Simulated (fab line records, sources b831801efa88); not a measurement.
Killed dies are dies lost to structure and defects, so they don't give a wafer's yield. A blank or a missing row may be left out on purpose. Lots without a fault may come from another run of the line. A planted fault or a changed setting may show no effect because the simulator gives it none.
fab line records | flow gf180mcu
record lots=5 wafers=15 last_day=34
route steps=602 shown DNWELL@34 NWELL@42 LVPWELL@54 MVSD@66 MVPSD@78
lots that met no fault: from a run of the same line without faults
start_h: hours from the record's first day to the start of the lot's first wafer shown | wait_h: hours since the lot's step before | " the same as in the row above | L1.1+2: a row that stands for several wafers | - no value, or no start given | * or withheld: withheld | < > ~ a bound
route shown NAME@n: a module of which the file shows steps, and the number in the route of the first | usual: mean/standard deviation of fault-free wafers | same: alike in all rows | chamber/n: place in a boat | sites: the reading at each site | _std_site: their standard deviation | _edge_site: outer sites' mean less inner sites' | radius_mm: how far each site lies from the wafer's centre | mask NAME#n: copy n | behind: the tool/chamber that last shaped the wafer | hold: why the lot was held/for how many hours/how that ended | device: the transistor (n, p or np) that didn't switch | end of line: the same wafers' tests at the end of the route | a step without rows: its recipe alone | killed: dies lost to structure and defects at the first sort, not the wafer's yield | map: a wafer's dies, x killed, . not, _ none there
set.NAME: the setting as run; set.NAME@STEP: as run at that earlier step | model.NAME: the simulator's own value behind a step, which no gauge read
lots at some steps of the route; a table a step, a row a wafer
services: from which hour (start_h, from the record's first day; less than 0 if before it) a tool's chamber was out of use, for how many hours, and why
## steps
# step GF_DNWELL_COAT_02
# recipe spin_rpm=2000 resist_thk_nm=3000
# columns lot.wafer tool chamber start_h wait_h
L080.2+3+6 litho_track-01 0 66.74 0.1
L081.2+3+4 litho_track-02 0 74.03 0.1
L086.1+2+3 litho_track-02 0 99.60 0.1
L090.3+4+5 litho_track-03 0 120.01 0.1
L097.1+2+6 litho_track-02 0 156.45 0.1
# step GF_DNWELL_SOFTBAKE_03
# recipe temp_c=110 time_s=withheld
# columns lot.wafer tool chamber start_h wait_h
L080.2+3+6 litho_track-01 0 66.90 0.1
L081.2+3+4 litho_track-02 0 74.19 0.1
L086.1+2+3 litho_track-02 0 99.75 0.1
L090.3+4+5 litho_track-03 0 120.18 0.1
L097.1+2+6 litho_track-02 0 156.60 0.1
# step GF_DNWELL_EXPOSE_04
# recipe mask_id=DNWELL target_cd_nm=1700 na=0.6 source_shape=conventional sigma_outer=0.6 dose_mj=260
# columns lot.wafer tool chamber start_h wait_h mask
L080.2+3+6 iline_stepper-01 0 - - DNWELL#0
L081.2+3+4 iline_stepper-01 0 - - DNWELL#0
L086.1+2+3 iline_stepper-01 0 - - DNWELL#0
L090.3+4+5 iline_stepper-02 0 - - DNWELL#0
L097.1+2+6 iline_stepper-01 0 - - DNWELL#0
# step GF_DNWELL_PEB_05
# recipe temp_c=115 time_s=withheld
# columns lot.wafer tool chamber start_h wait_h
L080.2+3+6 litho_track-01 0 - -
L081.2+3+4 litho_track-02 0 - -
L086.1+2+3 litho_track-03 0 - -
L090.3+4+5 litho_track-03 0 - -
L097.1+2+6 litho_track-03 0 - -
# step GF_DNWELL_DEVELOP_06
# recipe wall_angle_deg=90 develop_time_s=60 dev_temp_c=23
# columns lot.wafer tool chamber start_h wait_h
L080.2+3+6 litho_track-01 0 - -
L081.2+3+4 litho_track-02 0 - -
L086.1+2+3 litho_track-03 0 - -
L090.3+4+5 litho_track-03 0 - -
L097.1+2+6 litho_track-03 0 - -
# step GF_DNWELL_IMPLANT_07
# recipe species=P energy_kev=1500 dose_cm2=1e+13 tilt_deg=0
# columns lot.wafer tool chamber start_h wait_h
L080.2+3+6 implanter-03 0 73.39 -
L081.2+3+4 implanter-01 0 81.48 -
L086.1+2+3 implanter-01 0 106.81 -
L090.3+4+5 implanter-01 0 127.01 -
L097.1+2+6 implanter-03 0 163.76 -
# step GF_DNWELL_STRIP_08
# recipe chemistry=O2/N2 power_w=1400 pressure_mtorr=1500 platen_temp_c=250 o2_flow_sccm=3000 n2_flow_sccm=300 overash_fraction=0.5
# usual drypump_motor_current_A=5.8/0.41 heater_power_w=353/39 oes_product_au=0.722/0.0046 platen_temp_c=250.01/0.15 strip_time_to_endpoint_s=36.97/0.095
# same overash_fraction=0.5
# columns lot.wafer tool chamber start_h wait_h drypump_motor_current_A heater_power_w oes_product_au platen_temp_c rf_hours_counter_h strip_time_to_endpoint_s
L080.2 plasma_asher-01 0 73.51 0.1 5.6 367 0.724 249.81 41 36.90
L080.3 " 0 " " 5.6 363 0.716 249.83 - 36.82
L080.6 " 1 " " 5.9 347 0.726 249.88 - 36.87
L081.2 plasma_asher-01 1 81.60 0.1 5.9 360 0.719 249.85 42 37.06
L081.3 " 0 " " 5.6 352 0.719 249.74 - 37.10
L081.4 " 1 " " 5.9 341 0.718 249.92 - 37.01
L086.1 plasma_asher-01 1 106.96 0.1 5.9 341 0.721 250.19 44 37.09
L086.2 " 0 " " 5.6 365 0.720 250.49 44 36.98
L086.3 " 0 " " 5.6 359 0.732 250.13 - 37.10
L090.3 plasma_asher-01 1 127.14 0.1 5.9 345 0.721 250.24 - 36.96
L090.4 " 0 " " 5.6 361 0.721 249.99 - 36.95
L090.5 " 0 " " 5.6 362 0.727 250.09 - 36.96
L097.1 plasma_asher-03 1 163.91 0.1 4.9 306 0.722 250.22 57 36.88
L097.2 " 0 " " 6.2 415 0.727 249.85 57 36.75
L097.6 " 1 " " 4.9 297 0.718 250.01 - 36.79
# step GF_DNWELL_TW_MEAS_09
# usual DNWELL_TW=1347/16
# columns lot.wafer tool chamber start_h wait_h DNWELL_TW
L080.2 film_metro-04 - 73.62 0.1 1341
L080.3 " - " " 1344
L080.6 " - " " 1345
L081.2 film_metro-03 - 81.71 0.1 1339
L081.3 " - " " 1335
L081.4 " - " " 1338
L086.1 film_metro-04 - 107.06 0.1 1359
L086.2 " - " " 1363
L086.3 " - " " 1358
L090.3 film_metro-04 - 127.23 0.1 1340
L090.4 " - " " 1346
L090.5 " - " " 1351
L097.1 film_metro-03 - 164.05 0.1 1326
L097.2 " - " " 1317
L097.6 " - " " 1316
# step GF_NWELL_DEHYDRATE_00
# recipe temp_c=200 time_s=60
# columns lot.wafer tool chamber start_h wait_h
L080.2+3+6 litho_track-01 0 79.94 6.3
L081.2+3+4 litho_track-02 0 87.88 6.2
L086.1+2+3 litho_track-02 0 113.55 6.5
L090.3+4+5 litho_track-01 0 134.21 7.0
L097.1+2+6 litho_track-01 0 171.41 7.3
# step GF_NWELL_HMDS_01
# recipe prime_time_s=60 prime_temp_c=120
# columns lot.wafer tool chamber start_h wait_h
L080.2+3+6 litho_track-01 0 80.09 0.1
L081.2+3+4 litho_track-02 0 88.03 0.1
L086.1+2+3 litho_track-02 0 113.70 0.1
L090.3+4+5 litho_track-01 0 134.36 0.1
L097.1+2+6 litho_track-01 0 171.56 0.1
# step GF_NWELL_COAT_02
# recipe spin_rpm=2000 resist_thk_nm=3000
# columns lot.wafer tool chamber start_h wait_h
L080.2+3+6 litho_track-01 0 80.24 0.1
L081.2+3+4 litho_track-02 0 88.18 0.1
L086.1+2+3 litho_track-02 0 113.85 0.1
L090.3+4+5 litho_track-01 0 134.51 0.1
L097.1+2+6 litho_track-01 0 171.71 0.1
# step GF_NWELL_SOFTBAKE_03
# recipe temp_c=110 time_s=withheld
# columns lot.wafer tool chamber start_h wait_h
L080.2+3+6 litho_track-01 0 80.40 0.1
L081.2+3+4 litho_track-02 0 88.34 0.1
L086.1+2+3 litho_track-02 0 114.00 0.1
L090.3+4+5 litho_track-01 0 134.68 0.1
L097.1+2+6 litho_track-01 0 171.86 0.1
# step GF_NWELL_EXPOSE_04
# recipe mask_id=Nwell target_cd_nm=860 na=0.6 source_shape=conventional sigma_outer=0.6 dose_mj=260
# columns lot.wafer tool chamber start_h wait_h mask
L080.2+3+6 iline_stepper-01 0 - - Nwell#0
L081.2+3+4 iline_stepper-01 0 - - Nwell#0
L086.1+2+3 iline_stepper-01 0 - - Nwell#0
L090.3+4+5 iline_stepper-02 0 - - Nwell#0
L097.1+2+6 iline_stepper-02 0 - - Nwell#0
# step GF_NWELL_PEB_05
# recipe temp_c=115 time_s=withheld
# columns lot.wafer tool chamber start_h wait_h
L080.2+3+6 litho_track-01 0 - -
L081.2+3+4 litho_track-04 0 - -
L086.1+2+3 litho_track-02 0 - -
L090.3+4+5 litho_track-02 0 - -
L097.1+2+6 litho_track-02 0 - -
# step GF_NWELL_DEVELOP_06
# recipe wall_angle_deg=90 develop_time_s=60 dev_temp_c=23
# columns lot.wafer tool chamber start_h wait_h
L080.2+3+6 litho_track-01 0 - -
L081.2+3+4 litho_track-04 0 - -
L086.1+2+3 litho_track-02 0 - -
L090.3+4+5 litho_track-02 0 - -
L097.1+2+6 litho_track-02 0 - -
# step GF_NWELL_OVL_MEAS_07
# usual NWELL_OVL=-0.3/1.2
# columns lot.wafer tool chamber start_h wait_h NWELL_OVL[nm]
L080.2 overlay-01 - 87.27 - -1.3
L080.3 " - " " -0.4
L080.6 " - " " -1.9
L081.2 overlay-02 - 95.46 - -1.0
L081.3 " - " " -0.5
L081.4 " - " " 0.1
L086.1 overlay-01 - 121.45 - 0.0
L086.2 " - " " 0.1
L086.3 " - " " -0.1
L090.3 overlay-01 - 142.81 - -0.7
L090.4 " - " " -1.6
L090.5 " - " " -0.6
L097.1 overlay-02 - 180.05 - -0.4
L097.2 " - " " 0.9
L097.6 " - " " -0.1
# step GF_NWELL_IMPLANT_08
# recipe species=P energy_kev=450 dose_cm2=1.5e+13 tilt_deg=0
# columns lot.wafer tool chamber start_h wait_h
L080.2+3+6 implanter-01 0 87.32 0.0
L081.2+3+4 implanter-03 0 95.52 0.0
L086.1+2+3 implanter-03 0 121.49 0.0
L090.3+4+5 implanter-02 0 142.89 0.1
L097.1+2+6 implanter-01 0 180.09 0.0
# step GF_NWELL_IMPLANT_09
# recipe species=P energy_kev=160 dose_cm2=4e+12 tilt_deg=0
# columns lot.wafer tool chamber start_h wait_h
L080.2+3+6 implanter-01 0 87.47 0.1
L081.2+3+4 implanter-03 0 95.67 0.1
L086.1+2+3 implanter-03 0 121.64 0.1
L090.3+4+5 implanter-02 0 143.04 0.1
L097.1+2+6 implanter-01 0 180.24 0.1
# step GF_NWELL_STRIP_10
# recipe chemistry=O2/N2 power_w=1400 pressure_mtorr=1500 platen_temp_c=250 o2_flow_sccm=3000 n2_flow_sccm=300 overash_fraction=0.5
# usual drypump_motor_current_A=5.9/0.56 heater_power_w=361/48 oes_product_au=0.722/0.0044 platen_temp_c=250.02/0.19 strip_time_to_endpoint_s=36.97/0.096
# same overash_fraction=0.5
# columns lot.wafer tool chamber start_h wait_h drypump_motor_current_A heater_power_w oes_product_au platen_temp_c rf_hours_counter_h strip_time_to_endpoint_s
L080.2 plasma_asher-01 1 87.60 0.1 5.9 351 0.722 250.15 43 36.97
L080.3 " 1 " " 5.9 351 0.731 250.10 - 36.84
L080.6 " 0 " " 5.6 355 0.722 250.23 - 36.96
L081.2 plasma_asher-04 0 95.79 0.1 6.1 313 0.722 250.04 30 36.93
L081.3 " 1 " " 6.6 440 0.721 249.77 - 36.96
L081.4 " 0 " " 6.1 312 0.720 249.82 - 36.93
L086.1 plasma_asher-04 0 121.79 0.1 6.1 320 0.717 250.15 33 36.85
L086.2 " 1 " " 6.7 439 0.715 250.21 33 36.91
L086.3 " 1 " " 6.6 438 0.728 250.20 - 36.81
L090.3 plasma_asher-04 1 143.17 0.1 6.7 429 0.716 250.09 - 37.01
L090.4 " 0 " " 6.1 313 0.722 250.23 - 37.05
L090.5 " 0 " " 6.1 317 0.729 250.28 - 36.99
L097.1 plasma_asher-01 0 180.39 0.1 5.6 372 0.712 249.73 49 36.81
L097.2 " 1 " " 5.9 355 0.717 249.87 49 36.87
L097.6 " 1 " " 5.9 347 0.724 249.85 - 36.94
# step GF_NWELL_TW_MEAS_11
# usual NWELL_TW=1564/11
# columns lot.wafer tool chamber start_h wait_h NWELL_TW
L080.2 film_metro-04 - 87.71 0.1 1572
L080.3 " - " " 1568
L080.6 " - " " 1577
L081.2 film_metro-01 - 95.90 0.1 1568
L081.3 " - " " 1574
L081.4 " - " " 1572
L086.1 film_metro-03 - 121.89 0.1 1562
L086.2 " - " " 1554
L086.3 " - " " 1556
L090.3 film_metro-03 - 143.26 0.1 1546
L090.4 " - " " 1561
L090.5 " - " " 1565
L097.1 film_metro-01 - 180.49 0.1 1572
L097.2 " - " " 1567
L097.6 " - " " 1575
# step GF_LVPWELL_DEHYDRATE_00
# recipe temp_c=200 time_s=60
# columns lot.wafer tool chamber start_h wait_h
L080.2+3+6 litho_track-01 0 94.34 6.6
L081.2+3+4 litho_track-04 0 101.93 6.0
L086.1+2+3 litho_track-01 0 128.51 6.6
L090.3+4+5 litho_track-04 0 149.91 6.6
L097.1+2+6 litho_track-03 0 188.16 7.7
# step GF_LVPWELL_HMDS_01
# recipe prime_time_s=60 prime_temp_c=120
# columns lot.wafer tool chamber start_h wait_h
L080.2+3+6 litho_track-01 0 94.49 0.1
L081.2+3+4 litho_track-04 0 102.08 0.1
L086.1+2+3 litho_track-01 0 128.66 0.1
L090.3+4+5 litho_track-04 0 150.06 0.1
L097.1+2+6 litho_track-03 0 188.31 0.1
# step GF_LVPWELL_COAT_02
# recipe spin_rpm=2000 resist_thk_nm=3000
# columns lot.wafer tool chamber start_h wait_h
L080.2+3+6 litho_track-01 0 94.64 0.1
L081.2+3+4 litho_track-04 0 102.23 0.1
L086.1+2+3 litho_track-01 0 128.81 0.1
L090.3+4+5 litho_track-04 0 150.21 0.1
L097.1+2+6 litho_track-03 0 188.46 0.1
# step GF_LVPWELL_SOFTBAKE_03
# recipe temp_c=110 time_s=withheld
# columns lot.wafer tool chamber start_h wait_h
L080.2+3+6 litho_track-01 0 94.80 0.1
L081.2+3+4 litho_track-04 0 102.39 0.1
L086.1+2+3 litho_track-01 0 128.96 0.1
L090.3+4+5 litho_track-04 0 150.37 0.1
L097.1+2+6 litho_track-03 0 188.61 0.1
# step GF_LVPWELL_EXPOSE_04
# recipe mask_id=LVPWELL target_cd_nm=600 na=0.6 source_shape=conventional sigma_outer=0.6 dose_mj=260
# columns lot.wafer tool chamber start_h wait_h mask
L080.2+3+6 iline_stepper-01 0 - - LVPWELL#0
L081.2+3+4 iline_stepper-02 0 - - LVPWELL#0
L086.1+2+3 iline_stepper-02 0 - - LVPWELL#0
L090.3+4+5 iline_stepper-01 0 - - LVPWELL#0
L097.1+2+6 iline_stepper-02 0 - - LVPWELL#0
# step GF_LVPWELL_PEB_05
# recipe temp_c=115 time_s=withheld
# columns lot.wafer tool chamber start_h wait_h
L080.2+3+6 litho_track-03 0 - -
L081.2+3+4 litho_track-01 0 - -
L086.1+2+3 litho_track-01 0 - -
L090.3+4+5 litho_track-03 0 - -
L097.1+2+6 litho_track-01 0 - -
# step GF_LVPWELL_DEVELOP_06
# recipe wall_angle_deg=90 develop_time_s=60 dev_temp_c=23
# columns lot.wafer tool chamber start_h wait_h
L080.2+3+6 litho_track-03 0 - -
L081.2+3+4 litho_track-01 0 - -
L086.1+2+3 litho_track-01 0 - -
L090.3+4+5 litho_track-03 0 - -
L097.1+2+6 litho_track-01 0 - -
# step GF_LVPWELL_OVL_MEAS_07
# usual LVPWELL_OVL=0.5/1.3
# columns lot.wafer tool chamber start_h wait_h LVPWELL_OVL[nm]
L080.2 overlay-01 - 101.67 - -2.0
L080.3 " - " " -0.9
L080.6 " - " " -1.0
L081.2 overlay-02 - 109.72 - 2.1
L081.3 " - " " 1.0
L081.4 " - " " -1.6
L086.1 overlay-01 - 136.66 - -0.8
L086.2 " - " " -1.1
L086.3 " - " " -1.0
L090.3 overlay-01 - 157.82 - 0.3
L090.4 " - " " -0.4
L090.5 " - " " 0.3
L097.1 overlay-01 - 197.36 - 1.9
L097.2 " - " " 1.2
L097.6 " - " " 1.2
# step GF_LVPWELL_IMPLANT_08
# recipe species=B energy_kev=170 dose_cm2=1.5e+13 tilt_deg=0
# columns lot.wafer tool chamber start_h wait_h
L080.2+3+6 implanter-04 0 101.72 0.0
L081.2+3+4 implanter-04 0 109.77 0.0
L086.1+2+3 implanter-01 0 136.70 0.0
L090.3+4+5 implanter-02 0 157.90 0.1
L097.1+2+6 implanter-01 0 197.40 0.0
# step GF_LVPWELL_IMPLANT_09
# recipe species=B energy_kev=60 dose_cm2=5e+12 tilt_deg=0
# columns lot.wafer tool chamber start_h wait_h
L080.2+3+6 implanter-04 0 101.87 0.1
L081.2+3+4 implanter-04 0 109.92 0.1
L086.1+2+3 implanter-01 0 136.85 0.1
L090.3+4+5 implanter-02 0 158.05 0.1
L097.1+2+6 implanter-01 0 197.55 0.1
# step GF_LVPWELL_STRIP_10
# recipe chemistry=O2/N2 power_w=1400 pressure_mtorr=1500 platen_temp_c=250 o2_flow_sccm=3000 n2_flow_sccm=300 overash_fraction=0.5
# usual drypump_motor_current_A=6.1/0.41 heater_power_w=359/52 oes_product_au=0.722/0.0045 platen_temp_c=249.99/0.16 strip_time_to_endpoint_s=36.98/0.09
# same overash_fraction=0.5
# columns lot.wafer tool chamber start_h wait_h drypump_motor_current_A heater_power_w oes_product_au platen_temp_c rf_hours_counter_h strip_time_to_endpoint_s
L080.2 plasma_asher-04 0 102.00 0.1 6.1 300 0.720 250.24 31 36.98
L080.3 " 0 " " 6.1 313 0.720 250.00 - 36.86
L080.6 " 1 " " 6.6 429 0.720 249.83 - 36.92
L081.2 plasma_asher-04 0 110.05 0.1 6.1 309 0.727 249.89 32 37.00
L081.3 " 1 " " 6.6 426 0.731 250.14 - 37.00
L081.4 " 0 " " 6.1 322 0.722 250.21 - 37.08
L086.1 plasma_asher-04 1 137.00 0.1 6.7 437 0.716 249.86 35 36.98
L086.2 " 0 " " 6.1 309 0.727 249.94 35 36.95
L086.3 " 0 " " 6.1 322 0.720 249.86 - 36.94
L090.3 plasma_asher-02 1 158.18 0.1 5.5 385 0.722 250.12 - 36.94
L090.4 " 0 " " 6.4 279 0.716 249.77 - 37.00
L090.5 " 0 " " 6.3 280 0.724 249.99 - 37.03
L097.1 plasma_asher-01 0 197.70 0.1 5.6 352 0.723 250.13 51 36.98
L097.2 " 1 " " 5.9 348 0.724 250.12 51 36.93
L097.6 " 0 " " 5.6 357 0.717 250.43 - 36.99
# step GF_LVPWELL_TW_MEAS_11
# usual LVPWELL_TW=556/3.2
# columns lot.wafer tool chamber start_h wait_h LVPWELL_TW
L080.2 film_metro-04 - 102.11 0.1 554
L080.3 " - " " 559
L080.6 " - " " 555
L081.2 film_metro-01 - 110.16 0.1 556
L081.3 " - " " 557
L081.4 " - " " 554
L086.1 film_metro-03 - 137.10 0.1 554
L086.2 " - " " 554
L086.3 " - " " 554
L090.3 film_metro-04 - 158.27 0.1 557
L090.4 " - " " 558
L090.5 " - " " 559
L097.1 film_metro-04 - 197.80 0.1 555
L097.2 " - " " 555
L097.6 " - " " 553
# step GF_MVSD_DEHYDRATE_00
# recipe temp_c=200 time_s=60
# columns lot.wafer tool chamber start_h wait_h
L080.2+3+6 litho_track-02 0 108.78 6.7
L081.2+3+4 litho_track-04 0 116.93 6.8
L086.1+2+3 litho_track-03 0 143.71 6.6
L090.3+4+5 litho_track-04 0 165.46 7.2
L097.1+2+6 litho_track-04 0 205.61 7.8
# step GF_MVSD_HMDS_01
# recipe prime_time_s=60 prime_temp_c=120
# columns lot.wafer tool chamber start_h wait_h
L080.2+3+6 litho_track-02 0 108.93 0.1
L081.2+3+4 litho_track-04 0 117.08 0.1
L086.1+2+3 litho_track-03 0 143.86 0.1
L090.3+4+5 litho_track-04 0 165.61 0.1
L097.1+2+6 litho_track-04 0 205.76 0.1
# step GF_MVSD_COAT_02
# recipe spin_rpm=2000 resist_thk_nm=3000
# columns lot.wafer tool chamber start_h wait_h
L080.2+3+6 litho_track-02 0 109.08 0.1
L081.2+3+4 litho_track-04 0 117.23 0.1
L086.1+2+3 litho_track-03 0 144.01 0.1
L090.3+4+5 litho_track-04 0 165.76 0.1
L097.1+2+6 litho_track-04 0 205.91 0.1
# step GF_MVSD_SOFTBAKE_03
# recipe temp_c=110 time_s=withheld
# columns lot.wafer tool chamber start_h wait_h
L080.2+3+6 litho_track-02 0 109.24 0.1
L081.2+3+4 litho_track-04 0 117.39 0.1
L086.1+2+3 litho_track-03 0 144.16 0.1
L090.3+4+5 litho_track-04 0 165.92 0.1
L097.1+2+6 litho_track-04 0 206.06 0.1
# step GF_MVSD_EXPOSE_04
# recipe mask_id=MVSD target_cd_nm=1000 na=0.6 source_shape=conventional sigma_outer=0.6 dose_mj=260
# columns lot.wafer tool chamber start_h wait_h mask
L080.2+3+6 iline_stepper-02 0 - - MVSD#0
L081.2+3+4 iline_stepper-02 0 - - MVSD#0
L086.1+2+3 iline_stepper-02 0 - - MVSD#0
L090.3+4+5 iline_stepper-01 0 - - MVSD#0
L097.1+2+6 iline_stepper-01 0 - - MVSD#0
# step GF_MVSD_PEB_05
# recipe temp_c=115 time_s=withheld
# columns lot.wafer tool chamber start_h wait_h
L080.2+3+6 litho_track-04 0 - -
L081.2+3+4 litho_track-02 0 - -
L086.1+2+3 litho_track-04 0 - -
L090.3+4+5 litho_track-04 0 - -
L097.1+2+6 litho_track-04 0 - -
# step GF_MVSD_DEVELOP_06
# recipe wall_angle_deg=90 develop_time_s=60 dev_temp_c=23
# columns lot.wafer tool chamber start_h wait_h
L080.2+3+6 litho_track-04 0 - -
L081.2+3+4 litho_track-02 0 - -
L086.1+2+3 litho_track-04 0 - -
L090.3+4+5 litho_track-04 0 - -
L097.1+2+6 litho_track-04 0 - -
# step GF_MVSD_OVL_MEAS_07
# usual MVSD_OVL=-0.7/1.7
# columns lot.wafer tool chamber start_h wait_h MVSD_OVL[nm]
L080.2 overlay-01 - 116.62 - -0.2
L080.3 " - " " -1.8
L080.6 " - " " 0.2
L081.2 overlay-01 - 124.91 - 0.3
L081.3 " - " " 0.2
L081.4 " - " " 0.6
L086.1 overlay-02 - 151.81 - 0.0
L086.2 " - " " 2.2
L086.3 " - " " 0.7
L090.3 overlay-01 - 173.92 - 3.4
L090.4 " - " " 2.9
L090.5 " - " " 3.3
L097.1 overlay-01 - 214.86 - 1.5
L097.2 " - " " 0.7
L097.6 " - " " 0.5
# step GF_MVSD_IMPLANT_08
# recipe species=P energy_kev=400 dose_cm2=1.6e+13 tilt_deg=0
# columns lot.wafer tool chamber start_h wait_h
L080.2+3+6 implanter-03 0 116.68 0.0
L081.2+3+4 implanter-03 0 124.96 0.0
L086.1+2+3 implanter-03 0 151.84 0.0
L090.3+4+5 implanter-02 0 173.99 0.1
L097.1+2+6 implanter-04 0 214.89 0.0
# step GF_MVSD_IMPLANT_09
# recipe species=P energy_kev=100 dose_cm2=5e+12 tilt_deg=0
# columns lot.wafer tool chamber start_h wait_h
L080.2+3+6 implanter-03 0 116.83 0.1
L081.2+3+4 implanter-03 0 125.11 0.1
L086.1+2+3 implanter-03 0 151.99 0.1
L090.3+4+5 implanter-02 0 174.14 0.1
L097.1+2+6 implanter-04 0 215.04 0.1
# step GF_MVSD_STRIP_10
# recipe chemistry=O2/N2 power_w=1400 pressure_mtorr=1500 platen_temp_c=250 o2_flow_sccm=3000 n2_flow_sccm=300 overash_fraction=0.5
# usual drypump_motor_current_A=6.0/0.58 heater_power_w=358/58 oes_product_au=0.723/0.0044 platen_temp_c=250.01/0.19 strip_time_to_endpoint_s=36.98/0.1
# same overash_fraction=0.5
# columns lot.wafer tool chamber start_h wait_h drypump_motor_current_A heater_power_w oes_product_au platen_temp_c rf_hours_counter_h strip_time_to_endpoint_s
L080.2 plasma_asher-03 0 116.95 0.1 6.2 420 0.723 249.99 49 36.84
L080.3 " 1 " " 4.9 302 0.724 249.81 - 36.99
L080.6 " 1 " " 4.9 298 0.723 250.06 - 37.00
L081.2 plasma_asher-04 0 125.24 0.1 6.1 327 0.718 250.18 34 37.14
L081.3 " 1 " " 6.6 437 0.723 249.96 - 37.12
L081.4 " 0 " " 6.1 317 0.733 250.18 - 37.27
L086.1 plasma_asher-02 0 152.14 0.1 6.4 272 0.715 250.13 4 36.89
L086.2 " 1 " " 5.5 401 0.722 249.85 4 36.82
L086.3 " 0 " " 6.4 284 0.720 250.09 - 36.93
L090.3 plasma_asher-04 0 174.28 0.1 6.1 309 0.721 249.85 - 36.96
L090.4 " 1 " " 6.6 427 0.725 249.85 - 36.97
L090.5 " 0 " " 6.1 318 0.728 250.00 - 36.86
L097.1 plasma_asher-04 1 215.19 0.1 6.7 420 0.723 250.21 42 37.06
L097.2 " 0 " " 6.1 324 0.726 250.16 42 36.98
L097.6 " 0 " " 6.1 318 0.724 250.01 - 36.96
# step GF_MVSD_TW_MEAS_11
# usual MVSD_TW=1568/11
# columns lot.wafer tool chamber start_h wait_h MVSD_TW
L080.2 film_metro-03 - 117.06 0.1 1550
L080.3 " - " " 1555
L080.6 " - " " 1549
L081.2 film_metro-03 - 125.35 0.1 1564
L081.3 " - " " 1566
L081.4 " - " " 1560
L086.1 film_metro-01 - 152.24 0.1 1585
L086.2 " - " " 1583
L086.3 " - " " 1587
L090.3 film_metro-03 - 174.36 0.1 1561
L090.4 " - " " 1560
L090.5 " - " " 1567
L097.1 film_metro-04 - 215.29 0.1 1578
L097.2 " - " " 1570
L097.6 " - " " 1569
# step GF_MVPSD_DEHYDRATE_00
# recipe temp_c=200 time_s=60
# columns lot.wafer tool chamber start_h wait_h
L080.2+3+6 litho_track-03 0 123.68 6.6
L081.2+3+4 litho_track-02 0 132.38 7.0
L086.1+2+3 litho_track-02 0 159.40 7.1
L090.3+4+5 litho_track-02 0 181.80 7.4
L097.1+2+6 litho_track-02 0 223.80 8.5
# step GF_MVPSD_HMDS_01
# recipe prime_time_s=60 prime_temp_c=120
# columns lot.wafer tool chamber start_h wait_h
L080.2+3+6 litho_track-03 0 123.83 0.1
L081.2+3+4 litho_track-02 0 132.53 0.1
L086.1+2+3 litho_track-02 0 159.55 0.1
L090.3+4+5 litho_track-02 0 181.95 0.1
L097.1+2+6 litho_track-02 0 223.95 0.1
# step GF_MVPSD_COAT_02
# recipe spin_rpm=2000 resist_thk_nm=3000
# columns lot.wafer tool chamber start_h wait_h
L080.2+3+6 litho_track-03 0 123.98 0.1
L081.2+3+4 litho_track-02 0 132.68 0.1
L086.1+2+3 litho_track-02 0 159.70 0.1
L090.3+4+5 litho_track-02 0 182.10 0.1
L097.1+2+6 litho_track-02 0 224.10 0.1
# step GF_MVPSD_SOFTBAKE_03
# recipe temp_c=110 time_s=withheld
# columns lot.wafer tool chamber start_h wait_h
L080.2+3+6 litho_track-03 0 124.14 0.1
L081.2+3+4 litho_track-02 0 132.83 0.1
L086.1+2+3 litho_track-02 0 159.85 0.1
L090.3+4+5 litho_track-02 0 182.27 0.1
L097.1+2+6 litho_track-02 0 224.25 0.1
# step GF_MVPSD_EXPOSE_04
# recipe mask_id=MVPSD target_cd_nm=1000 na=0.6 source_shape=conventional sigma_outer=0.6 dose_mj=260
# columns lot.wafer tool chamber start_h wait_h mask
L080.2+3+6 iline_stepper-01 0 - - MVPSD#0
L081.2+3+4 iline_stepper-01 0 - - MVPSD#0
L086.1+2+3 iline_stepper-02 0 - - MVPSD#0
L090.3+4+5 iline_stepper-01 0 - - MVPSD#0
L097.1+2+6 iline_stepper-02 0 - - MVPSD#0
# step GF_MVPSD_PEB_05
# recipe temp_c=115 time_s=withheld
# columns lot.wafer tool chamber start_h wait_h
L080.2+3+6 litho_track-01 0 - -
L081.2+3+4 litho_track-01 0 - -
L086.1+2+3 litho_track-01 0 - -
L090.3+4+5 litho_track-03 0 - -
L097.1+2+6 litho_track-02 0 - -
# step GF_MVPSD_DEVELOP_06
# recipe wall_angle_deg=90 develop_time_s=60 dev_temp_c=23
# columns lot.wafer tool chamber start_h wait_h
L080.2+3+6 litho_track-01 0 - -
L081.2+3+4 litho_track-01 0 - -
L086.1+2+3 litho_track-01 0 - -
L090.3+4+5 litho_track-03 0 - -
L097.1+2+6 litho_track-02 0 - -
# step GF_MVPSD_OVL_MEAS_07
# usual MVPSD_OVL=-0.1/1.3
# columns lot.wafer tool chamber start_h wait_h MVPSD_OVL[nm]
L080.2 overlay-01 - 131.92 - 1.8
L080.3 " - " " 1.1
L080.6 " - " " 1.2
L081.2 overlay-02 - 140.42 - -3.3
L081.3 " - " " -1.4
L081.4 " - " " -2.2
L086.1 overlay-01 - 167.66 - 1.0
L086.2 " - " " 1.2
L086.3 " - " " 0.4
L090.3 overlay-01 - 191.12 - -0.6
L090.4 " - " " 0.9
L090.5 " - " " 1.4
L097.1 overlay-01 - 233.45 - 0.4
L097.2 " - " " -0.2
L097.6 " - " " -0.5
## services
# columns tool chamber start_h hours kind
implanter-01 - 46.41 1.2 repair
implanter-04 - 54.40 6.5 repair
implanter-04 - 60.91 5.3 pm
plasma_asher-04 - 68.28 1.6 repair
implanter-04 - 91.87 1.4 repair
implanter-02 - 101.09 0.7 repair
implanter-04 - 104.25 3.0 repair
plasma_asher-02 - 108.75 9.0 pm
plasma_asher-02 0 108.75 9.0 vent_cycle
plasma_asher-02 1 108.75 9.0 vent_cycle
iline_stepper-01 - 108.88 1.7 pm
plasma_asher-02 0 117.75 - clean
plasma_asher-02 1 117.75 - clean
plasma_asher-01 - 136.60 28.4 pm
plasma_asher-04 - 150.05 14.6 pm
iline_stepper-01 - 153.72 2.1 pm
implanter-01 - 155.55 2.5 repair
iline_stepper-01 - 155.81 - consumable_replace:lamp
implanter-03 - 166.39 1.2 repair
implanter-03 - 193.15 0.9 repair
implanter-04 - 194.52 1.8 repair
iline_stepper-01 - 195.10 4.4 pm
implanter-02 - 198.57 7.8 pm
implanter-03 - 223.93 3.0 repair
## key
fault none
